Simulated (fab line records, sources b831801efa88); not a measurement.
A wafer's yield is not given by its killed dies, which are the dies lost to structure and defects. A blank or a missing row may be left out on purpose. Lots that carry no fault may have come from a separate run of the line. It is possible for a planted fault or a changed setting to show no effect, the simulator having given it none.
What tool caused it? | flow sky130 | 12 lots, 36 wafers sampled, at 5 steps of a route of 708

## WHAT THE GAUGES SHOWED, per wafer
SKY_PWDE_TW_MEAS_10.
lot  | measured    | on            | PWDE_TW
L183 | day 3 21:53 | film-metro-04 | 376 376 376
L184 | day 4 03:20 | film-metro-04 | 379 379 377
L185 | day 4 06:05 | film-metro-04 | 377 378 378
L186 | day 4 11:26 | film-metro-04 | 376 377 377
L188 | day 4 23:38 | film-metro-03 | 371 373 373
L191 | day 5 19:35 | film-metro-01 | 367 367 366
L192 | day 6 02:14 | film-metro-01 | 370 370 368
L193 | day 6 02:34 | film-metro-03 | 373 373 373
L194 | day 6 23:02 | film-metro-01 | 369 367 367
L197 | day 7 13:41 | film-metro-04 | 376 377 377
L200 | day 8 00:56 | film-metro-01 | 369 369 369
L204 | day 8 17:47 | film-metro-04 | 377 379 378

SKY_NWELL_TW_MEAS_26.
lot  | measured     | on            | NWELL_2_TW
L183 | day 5 08:50  | film-metro-03 | 495 497 494
L184 | day 5 14:14  | film-metro-04 | 499 497 497
L185 | day 5 16:57  | film-metro-04 | 497 494 500
L186 | day 5 22:23  | film-metro-03 | 497 495 495
L188 | day 6 10:10  | film-metro-03 | 493 494 493
L191 | day 7 09:04  | film-metro-01 | 602 604 603
L192 | day 7 17:46  | film-metro-04 | 503 500 502
L193 | day 7 18:19  | film-metro-04 | 626 627 624
L194 | day 8 15:32  | film-metro-04 | 502 502 501
L197 | day 9 09:02  | film-metro-03 | 494 494 492
L200 | day 9 20:05  | film-metro-03 | 495 493 495
L204 | day 10 14:38 | film-metro-03 | 494 493 493

## WHICH TOOL RAN EACH LOT (tool, then ch and the chambers of the sampled wafers, then the start)
lot  | SKY_FIELD_ISO_STRIP_16              | SKY_NWELL_IMPLANT_24            | SKY_NWELL_STRIP_25
L183 | plasma-asher-03 ch 0,1, day 2 05:31 | implanter-02 ch 0, day 5 08:35  | plasma-asher-04 ch 0,1, day 5 08:44
L184 | plasma-asher-03 ch 0,1, day 2 11:22 | implanter-02 ch 0, day 5 14:00  | plasma-asher-04 ch 0,1, day 5 14:08
L185 | plasma-asher-01 ch 0,1, day 2 15:15 | implanter-01 ch 0, day 5 16:42  | plasma-asher-03 ch 0,1, day 5 16:51
L186 | plasma-asher-03 ch 0,1, day 2 19:42 | implanter-02 ch 0, day 5 22:08  | plasma-asher-02 ch 0,1, day 5 22:17
L188 | plasma-asher-03 ch 0,1, day 3 07:40 | implanter-04 ch 0, day 6 09:56  | plasma-asher-03 ch 1, day 6 10:04
L191 | plasma-asher-03 ch 0,1, day 3 22:28 | implanter-04 ch 0, day 7 08:25  | plasma-asher-02 ch 0,1, day 7 08:53
L192 | plasma-asher-01 ch 0,1, day 4 05:16 | implanter-01 ch 0, day 7 17:31  | plasma-asher-03 ch 0,1, day 7 17:40
L193 | plasma-asher-02 ch 0,1, day 4 08:30 | implanter-04 ch 0, day 7 17:48  | plasma-asher-04 ch 0,1, day 7 18:14
L194 | plasma-asher-03 ch 0,1, day 4 16:34 | implanter-04 ch 0, day 8 15:17  | plasma-asher-02 ch 0,1, day 8 15:26
L197 | plasma-asher-03 ch 0,1, day 5 07:09 | implanter-01 ch 0, day 9 08:48  | plasma-asher-03 ch 0,1, day 9 08:56
L200 | plasma-asher-03 ch 1, day 6 02:19   | implanter-04 ch 0, day 9 19:50  | plasma-asher-02 ch 1, day 9 19:59
L204 | plasma-asher-02 ch 0,1, day 6 18:15 | implanter-02 ch 0, day 10 14:24 | plasma-asher-02 ch 0,1, day 10 14:32
- SKY_FIELD_ISO_STRIP_16: strips in O2/N2.
- SKY_NWELL_IMPLANT_24
- SKY_NWELL_STRIP_25: strips in O2/N2.

## WHAT THE TOOLS THEMSELVES READ (means of the sampled wafers that have a number; where no wafer has one, the mark that the record gives instead)
SKY_FIELD_ISO_STRIP_16.
lot  | tool            | drypump-motor-current-A (A) | oes-product-au (a.u.) | strip-time-to-endpoint-s (s)
L183 | plasma-asher-03 | 5.94                        | 0.373                 | 3.55
L184 | plasma-asher-03 | 5.93                        | 0.383                 | 3.60
L185 | plasma-asher-01 | 5.44                        | 0.381                 | 3.59
L186 | plasma-asher-03 | 5.95                        | 0.379                 | 3.55
L188 | plasma-asher-03 | 5.96                        | 0.382                 | 3.50
L191 | plasma-asher-03 | 5.94                        | 0.376                 | 3.56
L192 | plasma-asher-01 | 5.46                        | 0.373                 | 3.53
L193 | plasma-asher-02 | 5.57                        | 0.380                 | 3.60
L194 | plasma-asher-03 | 5.97                        | 0.381                 | 3.58
L197 | plasma-asher-03 | 5.93                        | 0.382                 | 3.54
L200 | plasma-asher-03 | 5.94                        | 0.375                 | 3.54
L204 | plasma-asher-02 | 5.52                        | 0.379                 | 3.60

SKY_NWELL_IMPLANT_24.
lot  | tool         | faraday-current-uA
L183 | implanter-02 | 50.9
L184 | implanter-02 | 51.5
L185 | implanter-01 | 52.0
L186 | implanter-02 | 50.5
L188 | implanter-04 | 51.4
L191 | implanter-04 | 52.4
L192 | implanter-01 | 51.9
L193 | implanter-04 | 50.8
L194 | implanter-04 | 51.2
L197 | implanter-01 | 52.5
L200 | implanter-04 | 52.7
L204 | implanter-02 | 51.7

SKY_NWELL_STRIP_25.
lot  | tool            | drypump-motor-current-A (A) | oes-product-au (a.u.) | strip-time-to-endpoint-s (s)
L183 | plasma-asher-04 | 5.2                         | 0.719                 | 37.00
L184 | plasma-asher-04 | 5.2                         | 0.717                 | 37.02
L185 | plasma-asher-03 | 5.9                         | 0.722                 | 36.74
L186 | plasma-asher-02 | 5.6                         | 0.727                 | 36.88
L188 | plasma-asher-03 | 5.9                         | 0.719                 | 36.77
L191 | plasma-asher-02 | 5.6                         | 0.719                 | 36.91
L192 | plasma-asher-03 | 5.9                         | 0.722                 | 36.90
L193 | plasma-asher-04 | 5.1                         | 0.722                 | 36.86
L194 | plasma-asher-02 | 5.5                         | 0.723                 | 37.07
L197 | plasma-asher-03 | 5.9                         | 0.727                 | 37.05
L200 | plasma-asher-02 | 5.5                         | 0.725                 | 36.93
L204 | plasma-asher-02 | 5.5                         | 0.721                 | 36.94

## THE ANSWER, worked out from the rows above alone
Rule: what is usual is taken from the lots themselves. The widest of any qualifying gaps counts: lots, ordered by their means at a reading, are off when they make up no more than a third of the lots, leave a main group of 4 or more, and stand apart from it by 3 or more times the standard deviation of that group's means. Not used: any main group whose means are identical at the precision the tables above print for the reading. A lot without any number at a reading at which 4 lots or more have one is off too. Where the step has rows for the other lots, those lots are counted as sound. First the gauges in route order, then the tools' own readings, where a lot's mean is used as printed above. At the first step where some lot is off, the reading lying furthest off is the one used; lots without a number count as furthest.
Off: L191, L193, at SKY_NWELL_TW_MEAS_26 (NWELL_2_TW). The main group has a mean of 496 with a standard deviation of 3.
A tool fits if, at a process step before that reading, it ran every lot that is off, and no sound lot after the first of them. The gauges at SKY_NWELL_TW_MEAS_26 are tried like those tools. Of those tried, none fits.

## WHAT HAD BEEN PUT IN BY THE SIMULATOR
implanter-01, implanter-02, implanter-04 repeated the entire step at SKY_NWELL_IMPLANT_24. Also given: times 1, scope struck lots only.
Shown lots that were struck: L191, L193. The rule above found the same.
